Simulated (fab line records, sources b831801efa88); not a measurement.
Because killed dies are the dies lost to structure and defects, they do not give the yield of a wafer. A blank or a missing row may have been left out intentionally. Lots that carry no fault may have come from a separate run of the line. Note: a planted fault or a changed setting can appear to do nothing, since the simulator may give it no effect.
A lot that was struck, set against a sound lot -- flow sky130 -- 21 out of 708 route steps
Sound: wafers L853.3, L853.4, L853.5. Wafers L864.2, L864.4, L864.6 were the ones struck. At the end, the cause is stated.
Each step with rows lists, per side, the tool, then ch with its chambers, then its first start. Under that, the readings that differ: sound wafers -- struck wafers -- difference of the means -- sigmas: that difference in standard deviations of wafers without a fault.
alike: words and numbers the same on both sides, and readings whose means are apart by under 2 such deviations; not compared: readings that were withheld, readings missing a value for some wafer, numbers with overlapping values and no deviation given by the record, and bounds like >300 which may hide the same value.
Wherever a step has rows on one side only, a row that says differs or no value, or a row with sigmas, the two part there. Numbers that don't overlap but have no deviation are shown without sigmas and don't part them. A reading that every wafer of one side lacks parts them only if that side has two wafers or more.

first, 1 step without rows for these wafers: SKY_RES_XHIGH_IMPLANT_07.
SKY_RES_XHIGH_STRIP_08: strips in O2/N2.
  sound on plasma-asher-03 ch 0,1, day 28 10:55; struck on plasma-asher-02 ch 1, day 31 13:35
  alike: drypump-motor-current-A, oes-product-au, strip-time-to-endpoint-s
  not compared: rf-hours-counter-h
SKY_RES_XHIGH_TW_MEAS_09:
  struck on film-metro-03, day 31 13:42; sound on film-metro-03, day 28 11:00
  alike: RES_XHIGH_TW
then, 7 steps without rows for these wafers: SKY_SD_N_DEHYDRATE_00 (time 60 s); SKY_SD_N_HMDS_01 (prime time 60 s); SKY_SD_N_COAT_02 (resist thk 1140 nm); SKY_SD_N_SOFTBAKE_03 (time 60 s); SKY_SD_N_EXPOSE_04 (exposes mask NSDM, target cd 380 nm); SKY_SD_N_PEB_05; SKY_SD_N_DEVELOP_06 (develop time 60 s).
SKY_SD_N_CD_MEAS_07 targets a cd of 380 nm.
  struck on cd-sem-01, day 32 17:19; sound on cd-sem-01, day 29 15:00
  alike: cd-nm
SKY_SD_N_OVL_MEAS_08:
  struck on overlay-01, day 32 17:26; sound on overlay-01, day 29 15:06
  alike: SD_N_OVL
SKY_SD_N_IMPLANT_09:
  sound on implanter-02 ch 0, day 29 15:10; struck on implanter-03 ch 0, day 32 17:29
reading,sound,struck,difference,sigmas
beam-energy-keV,49.975 49.991 49.958,46.320 46.307 46.327,-3.657,-99 or more
model.implant.rp-nm (nm),31.43 31.43 31.43,31.02 31.02 31.02,-0.41,
model.implant.drp-nm (nm),14.11 14.11 14.11,13.33 13.33 13.33,-0.78,
  alike: faraday-current-uA
after that, 1 step had no rows for these wafers: SKY_SD_N_IMPLANT_10.
SKY_SD_N_STRIP_11: strips in O2/N2.
  sound on plasma-asher-03 ch 0,1, day 29 15:27; struck on plasma-asher-03 ch 0,1, day 32 17:46
reading,sound,struck,difference,sigmas
strip-time-to-endpoint-s (s),22.55 22.55 22.56,22.00 22.02 22.04,-0.53,-13
  alike: drypump-motor-current-A, oes-product-au
  not compared: rf-hours-counter-h
SKY_SD_N_TW_MEAS_12:
  struck on film-metro-02, day 32 17:52; sound on film-metro-02, day 29 15:32
reading,sound,struck,difference,sigmas
SD_N_TW,3991 3978 3983,3932 3918 3914,-63,-3
then, 1 step without rows for these wafers: SKY_SD_N_CLEAN_13 (cleans in SC1/SC2, time 150 s).
SKY_SD_N_RTA_14: time 2 s.
  sound on rtp-anneal-02 ch 0, day 29 15:39; struck on rtp-anneal-02 ch 0, day 32 17:59
  alike: lamp-power-pct, wafer_temp_C_max
SKY_SD_N_RS_MEAS_16: measurement is done with a four-point probe.
  struck on film-metro-02, day 32 18:10; sound on film-metro-02, day 29 15:50
reading,sound,struck,difference,sigmas
SD_N_RS (ohm/sq),68.75 68.65 68.59,71.44 71.34 71.21,+2.67,+22
SKY_SD_N_RS_MEAS_17: measurement is done with a four-point probe.
  struck on film-metro-02, day 32 18:17; sound on film-metro-02, day 29 15:58
  alike: SD_P_RS
-- record jumps: 17 days separate the struck wafers' starts on either side; left off in module SD_N, taken up again in module PAD_OPEN, whose first shown step is the route's number 708 --
SKY_PAD_OPEN_PROBE_99:
  struck on prober-02, day 49 10:55; sound on prober-02, day 47 02:22
reading,sound,struck,difference,sigmas
model.etest.res-ndiff-hv.rs-ohm-sq,115 114.4 115,115.7 115.1 116,+0.8,
  alike: killed_at_M0_to_M3, killed_at_M4_up, killed-at-contacts, killed-at-front-end, killed-at-other, killed-dies, killed-open, killed-short
  not compared: model.etest.res-ndiff.line-ohm-um, model.etest.res-ndiff.rs-ohm-sq

## WHERE THEY PART
First at SKY_SD_N_IMPLANT_09; last, within this record, at SKY_SD_N_RS_MEAS_16. Later steps at which nothing parts them and some readings are alike: SKY_SD_N_RS_MEAS_17, SKY_PAD_OPEN_PROBE_99.

WHY: the cause the simulator had injected
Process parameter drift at SKY_SD_N_IMPLANT_09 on implanter-03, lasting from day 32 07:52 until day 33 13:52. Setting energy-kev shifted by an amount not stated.
